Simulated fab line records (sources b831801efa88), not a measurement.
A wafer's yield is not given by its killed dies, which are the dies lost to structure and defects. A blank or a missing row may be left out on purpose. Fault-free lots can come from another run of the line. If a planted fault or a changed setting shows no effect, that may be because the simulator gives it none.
Struck lot and sound lot, side by side / flow sfq line / 41 out of 325 route steps
Sound: these wafers, L680.3, L680.4, L680.5. Struck: wafer L695.2 (left out: L695.1, L695.4 of the same lot, which were not struck); the cause appears at the end.
Order at every step that has rows: each side's tool, ch and its chambers, its first start. Under that, the readings that differ: sound wafers / struck wafers / difference of the means / sigmas: that difference in standard deviations of wafers without a fault.
alike: readings with means less than 2 such deviations apart, plus words and numbers identical on both sides. not compared: withheld readings, readings lacking a value on some wafer, bounds such as >300 that could conceal the same value, and numbers that have no deviation in the record and whose values overlap.
A row with sigmas, a row that says differs or no value, or rows on one side alone: a step with any of these is where the two part. Numbers that have no deviation but don't overlap get no sigmas and don't part them. A reading missing from all wafers of one side parts the sides only when that side holds two or more wafers.

first, 6 steps without rows for these wafers: SFQ_TRILAYER_M7_LITHO_COAT_182 (resist thk 62 nm); SFQ_TRILAYER_M7_LITHO_COAT_177 (resist thk 600 nm); SFQ_TRILAYER_M7_LITHO_SOFTBAKE_181; SFQ_TRILAYER_M7_LITHO_EXPOSE_178 (exposes mask M7, target cd 500 nm); SFQ_TRILAYER_M7_LITHO_PEB_180 (peb time 60 s); SFQ_TRILAYER_M7_LITHO_DEVELOP_179 (time 60 s).
SFQ_M7_OVL_MEAS_945:
  sound on overlay-02 at day 77 07:12; struck on overlay-01 at day 87 18:37
  alike: M7_OVL
SFQ_TRILAYER_M7_BARC_OPEN_METAL_ETCH_229: etches BARC in O2, target depth 125 nm, time 41.7 s.
  sound on rie metal-01 ch 0,1, day 77 07:15; struck on rie metal-03 ch 0, day 87 18:40
reading=rf hours counter h (h); sound=- - -; struck=60; difference=no value on the sound wafers; sigmas=
  alike: chamber pressure mTorr, drypump motor current A, oes product au
SFQ_TRILAYER_M7_ETCH_METAL_ETCH_180: etches Nb in Cl2/Ar, stops on SiO2, target depth 240 nm, time 120 s.
  sound on rie metal-01 ch 0,1, day 77 07:20; struck on rie metal-03 ch 0, day 87 18:43
reading=chamber pressure mTorr (mTorr); sound=10.016 10.007 10.001; struck=9.985; difference=-0.023; sigmas=-2
reading=rf hours counter h (h); sound=- - -; struck=60; difference=no value on the sound wafers; sigmas=
  alike: drypump motor current A, oes product au
SFQ_TRILAYER_M7_STRIP_STRIP_181: strips in O2.
  sound on rie metal-01 ch 0,1, day 77 07:37; struck on rie metal-03 ch 0, day 87 18:50
reading=rf hours counter h (h); sound=- - -; struck=60; difference=no value on the sound wafers; sigmas=
  alike: chamber pressure mTorr, drypump motor current A, oes product au
then, 2 steps without rows for these wafers: SFQ_TRILAYER_M7_STRIP_SOLV_CLEAN_182 (cleans in NMP, time 600 s); SFQ_TRILAYER_I7_DEP_PECVD_183 (deposits SiO2 from SiH4/N2O, time 113.9 s, target thk 500 nm).
SFQ_TRILAYER_I7_CMP_CMP_184: polishes SiO2.
  sound on cmp-02 ch 0,2, day 77 10:30; struck on cmp-02 ch 2, day 87 23:43
reading=time to endpoint s (s); sound=223 242 238; struck=282; difference=+48; sigmas=+5
reading=model.SiO2_of_TRILAYER_I7_DEP_PECVD_183.thk nm (nm); sound=201.4 203.2 202.6; struck=304.3; difference=+101.9; sigmas=
  alike: head pressure psi, motor current A, platen rpm
SFQ_I7_BOW_MEAS_946:
  sound on film metro-02 at day 77 13:32; struck on film metro-03 at day 88 04:02
  not compared: I7_BOW
SFQ_TRILAYER_I7_METRO_MEASURE_185:
  sound on film metro-02 at day 77 14:01; struck on film metro-03 at day 88 08:13
reading=thk nm (nm); sound=201.3 203.2 202.6; struck=304.1; difference=+101.7; sigmas=+73
then, 4 steps without rows for these wafers: SFQ_TRILAYER_I7_VIA_LITHO_COAT_192 (resist thk 62 nm); SFQ_TRILAYER_I7_VIA_LITHO_COAT_187 (resist thk 650 nm); SFQ_TRILAYER_I7_VIA_LITHO_SOFTBAKE_191; SFQ_TRILAYER_I7_VIA_LITHO_EXPOSE_188 (exposes mask I7, target cd 1000 nm).
SFQ_TRILAYER_I7_VIA_LITHO_PEB_190: peb time 60.96 s.
  sound on litho track-03 ch 0, day 77 17:25; struck on litho track-03 ch 0, day 88 14:34
  alike: chill plate temp C, plate sensor t centre C, plate sensor t edge C
then, 1 step without rows for these wafers: SFQ_TRILAYER_I7_VIA_LITHO_DEVELOP_189 (time 60 s).
SFQ_I7_OVL_MEAS_947:
  sound on overlay-01 at day 77 17:41; struck on overlay-02 at day 88 14:52
  alike: I7_OVL
then, 1 step without rows for these wafers: SFQ_TRILAYER_I7_VIA_BARC_OPEN_VIA_ETCH_260 (etches BARC in O2, target depth 125 nm, time 41.7 s).
SFQ_TRILAYER_I7_VIA_ETCH_VIA_ETCH_190: etches SiO2 in CHF3, stops on Nb, target depth 260 nm.
  sound on rie diel-02 ch 1,2, day 77 17:45; struck on rie diel-02 ch 0, day 88 14:57
reading=chamber pressure mTorr (mTorr); sound=29.98 29.95 29.94; struck=30.03; difference=+0.07; sigmas=+2
reading=drypump motor current A (A); sound=5.7 6.5 6.5; struck=5.0; difference=-1.2; sigmas=-3
reading=oes product au (a.u.); sound=0.852 0.862 0.857; struck=1.012; difference=+0.155; sigmas=+27
reading=model.etch.depth nm (nm); sound=201.4 203.2 202.6; struck=260.1; difference=+57.7; sigmas=
reading=model.I7.feature depth nm (nm); sound=201.4 203.2 202.6; struck=260.1; difference=+57.7; sigmas=
SFQ_TRILAYER_I7_VIA_STRIP_STRIP_191: strips in O2.
  sound on rie metal-04 ch 0,1, day 77 18:04; struck on rie metal-04 ch 0, day 88 15:04
reading=rf hours counter h (h); sound=- - -; struck=112; difference=no value on the sound wafers; sigmas=
  alike: chamber pressure mTorr, drypump motor current A, oes product au
then, 8 steps without rows for these wafers: SFQ_TRILAYER_I7_VIA_STRIP_SOLV_CLEAN_192 (cleans in NMP, time 600 s); SFQ_TRILAYER_M8_LITHO_LOR_COAT_197; SFQ_TRILAYER_M8_LITHO_LOR_BAKE_198; SFQ_TRILAYER_M8_LITHO_COAT_193 (resist thk 600 nm); SFQ_TRILAYER_M8_LITHO_SOFTBAKE_199; SFQ_TRILAYER_M8_LITHO_EXPOSE_194 (exposes mask M8, target cd 2000 nm); SFQ_TRILAYER_M8_LITHO_PEB_196 (peb time 60 s); SFQ_TRILAYER_M8_LITHO_DEVELOP_195 (img clear 15 s, time 55 s).
-- the record jumps here: 3 days lie between the struck wafers' starts before and after --
SFQ_M8_OVL_MEAS_948:
  sound on overlay-02 at day 81 09:27; struck on overlay-01 at day 91 11:47
  alike: M8_OVL
then, 3 steps without rows for these wafers: SFQ_TRILAYER_M8_DEP_EVAP_197 (material Ti, target thk 20 nm, time 100 s); SFQ_TRILAYER_M8_DEP_EVAP_198 (material Pt, target thk 50 nm, time 239.8 s); SFQ_TRILAYER_M8_DEP_EVAP_196 (material Au, target thk 180 nm, time 900 s).
SFQ_M8_RS_MEAS_949: uses a four-point probe to measure.
  sound on film metro-03 at day 81 10:16; struck on film metro-04 at day 91 12:34
  alike: M8_AU_RS
SFQ_M8_THK_MEAS_950: measures by xrf.
  sound on film metro-03 at day 81 10:22; struck on film metro-04 at day 91 12:41
  alike: M8_AU_THK
then, 1 step without rows for these wafers: SFQ_TRILAYER_M8_LIFTOFF_LIFTOFF_197 (chemistry NMP, time 600 s).
SFQ_M8_BOW_MEAS_951:
  sound on film metro-04 at day 81 10:37; struck on film metro-02 at day 91 12:55
reading=model.etest.i7.link ohm; sound=1.055 1.047 1.058; struck=1e+06; difference=+1e+06; sigmas=
  alike: M8_BOW

== WHERE THEY PART ==
Earliest at SFQ_TRILAYER_M7_BARC_OPEN_METAL_ETCH_229; latest, in this record, at SFQ_TRILAYER_I7_VIA_STRIP_STRIP_191. Later steps at which nothing parts them and some readings are alike: SFQ_M8_OVL_MEAS_948, SFQ_M8_RS_MEAS_949, SFQ_M8_THK_MEAS_950, SFQ_M8_BOW_MEAS_951.

WHY: the cause the simulator had injected
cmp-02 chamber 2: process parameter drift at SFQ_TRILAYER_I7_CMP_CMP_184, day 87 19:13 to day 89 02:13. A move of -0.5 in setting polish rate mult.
